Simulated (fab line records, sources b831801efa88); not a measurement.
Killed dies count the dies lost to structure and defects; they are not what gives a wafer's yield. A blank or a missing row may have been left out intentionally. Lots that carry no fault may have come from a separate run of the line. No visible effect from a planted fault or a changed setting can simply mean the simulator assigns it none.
Comparing a struck lot with a sound one ; flow sky130 ; 33 steps out of a route of 708
Sound: wafers L976.4, L976.5, L976.6. Struck: wafer L983.5 (left out: L983.2, L983.4 of the same lot, which were not struck); the cause appears at the end.
Per side, at each step with rows, come the tool, then ch with its chambers, and then its first start. Under that, the readings that differ: sound wafers ; struck wafers ; difference of the means ; sigmas: that difference in standard deviations of wafers without a fault.
alike: readings with means less than 2 such deviations apart, plus words and numbers identical on both sides. not compared: withheld readings, readings lacking a value on some wafer, bounds such as >300 that could conceal the same value, and numbers that have no deviation in the record and whose values overlap.
Wherever a step has rows on one side only, a row that says differs or no value, or a row with sigmas, the two part there. When numbers do not overlap yet have no deviation, they are printed without sigmas and do not part them. A reading missing from all wafers of one side parts the sides only when that side holds two or more wafers.

first, 8 steps without rows for these wafers: SKY_VIA1_ETCH_14 (etches BARC in N2/H2, stops on SiO2, time 45.9 s, target depth 60 nm); SKY_VIA1_ETCH_15 (etches SiO2 in C4F8/O2/Ar, stops on TiN, target depth 351 nm, time 54 s); SKY_VIA1_STRIP_16 (strips in O2/N2); SKY_VIA1_STRIP_17 (strips in post etch residue remover, time 1200 s); SKY_VIA1_CLEAN_18 (cleans in IPA, time 180 s); SKY_VIA1_CLEAN_19 (cleans in O3/DIW); SKY_VIA1_SPUTTER_20 (material TiN, target thk 20 nm, time 80 s); SKY_VIA1_CVD_21 (deposits W, target thk 270 nm, time 80.902 s).
SKY_VIA1_CMP_24: polishes, stops on SiO2, t overpolish 15 s, target thk 0 nm.
  sound on cmp-02 ch 0,1,3, day 35 02:05; struck on cmp-01 ch 0, day 36 17:54
  alike: motor current A, overpolish run s, time to endpoint s
then, 23 steps without rows for these wafers: SKY_METAL2_SPUTTER_00 (material Ti, target thk 15 nm, time 10 s); SKY_METAL2_SPUTTER_01 (material TiN, target thk 20 nm, time 16.7 s); SKY_METAL2_SPUTTER_02 (material AlCu, target thk 250 nm, time 12.93 s); SKY_METAL2_SPUTTER_03 (material Ti, target thk 5 nm, time 3.3 s); SKY_METAL2_SPUTTER_04 (material TiN, target thk 70 nm, time 58.3 s); SKY_METAL2_DEHYDRATE_07 (time 60 s); SKY_METAL2_HMDS_08 (prime time 60 s); SKY_METAL2_COAT_09 (resist thk 60 nm); SKY_METAL2_COAT_10 (resist thk 450 nm); SKY_METAL2_SOFTBAKE_11 (time 90 s); SKY_METAL2_EXPOSE_12 (exposes mask MM2, target cd 140 nm); SKY_METAL2_PEB_13; SKY_METAL2_DEVELOP_14 (develop time 60 s); SKY_METAL2_DESCUM_17 (chemistry O2, time 8 s); SKY_METAL2_ETCH_18 (etches BARC in N2/H2, stops on SiO2, time 45.9 s, target depth 60 nm); SKY_METAL2_METAL_ETCH_19 (etches the open film in Cl2/BCl3, stops on SiO2, target depth 360 nm, time 78 s); SKY_METAL2_STRIP_20 (strips in O2/N2); SKY_METAL2_STRIP_21 (strips in post etch residue remover, time 1200 s); SKY_METAL2_CLEAN_22 (cleans in IPA, time 180 s); SKY_METAL2_CLEAN_23 (cleans in O3/DIW); SKY_VIA2_HDPCVD_00 (deposits SiO2, target thk 1180 nm, time 192.2 s); SKY_VIA2_CMP_02 (polishes SiO2); SKY_VIA2_DEHYDRATE_04 (time 60 s).
-- the record jumps here: 11 days lie between the struck wafers' starts before and after (it left off in module VIA2 and takes up again in module PAD_OPEN, whose first step shown is number 708 of the route) --
SKY_PAD_OPEN_PROBE_99:
  sound on prober-02, day 46 08:47; struck on prober-01, day 47 22:14
reading;sound;struck;difference;sigmas
defect limited yield (%);82.3 85.2 83.7;24.2;-59.5;-33
killed_at_M0_to_M3;42 48 52;350;+303;+51
killed dies;87 73 80;373;+293;+33
killed on rim;17 16 17;71;+54;+15
killed open;54 43 43;24;-23;-3
sort_bin_3_pad_short (%);0 1.2 0.6;7.7;+7.1;+16
sort_bin_5_function (%);11.0 9.3 9.8;51.0;+41.0;+29
sort_bin_6_memory (%);6.7 4.3 5.9;17.1;+11.5;+10
sort n pass;405 419 412;119;-293;-33
sort yield pct (%);82.3 85.2 83.7;24.2;-59.5;-33
model.etest.tester.sort n pass;405 419 412;119;-293;
model.etest.tester.sort yield pct (%);82.32 85.16 83.74;24.19;-59.55;
model.etest.tester.sort_bin_5_pct (%);10.98 9.35 9.756;51.02;+40.99;
model.etest.tester.sort_bin_6_pct (%);6.707 4.268 5.894;17.07;+11.45;
model.etest.tester.sort_bin_3_pct (%);0 1.22 0.6098;7.724;+7.114;
  alike: killed_at_M4_up, killed at contacts, killed at front end, killed at other, killed short

## WHERE THEY PART
Only at SKY_PAD_OPEN_PROBE_99, as far as this record shows.

WHY: what had been put in by the simulator
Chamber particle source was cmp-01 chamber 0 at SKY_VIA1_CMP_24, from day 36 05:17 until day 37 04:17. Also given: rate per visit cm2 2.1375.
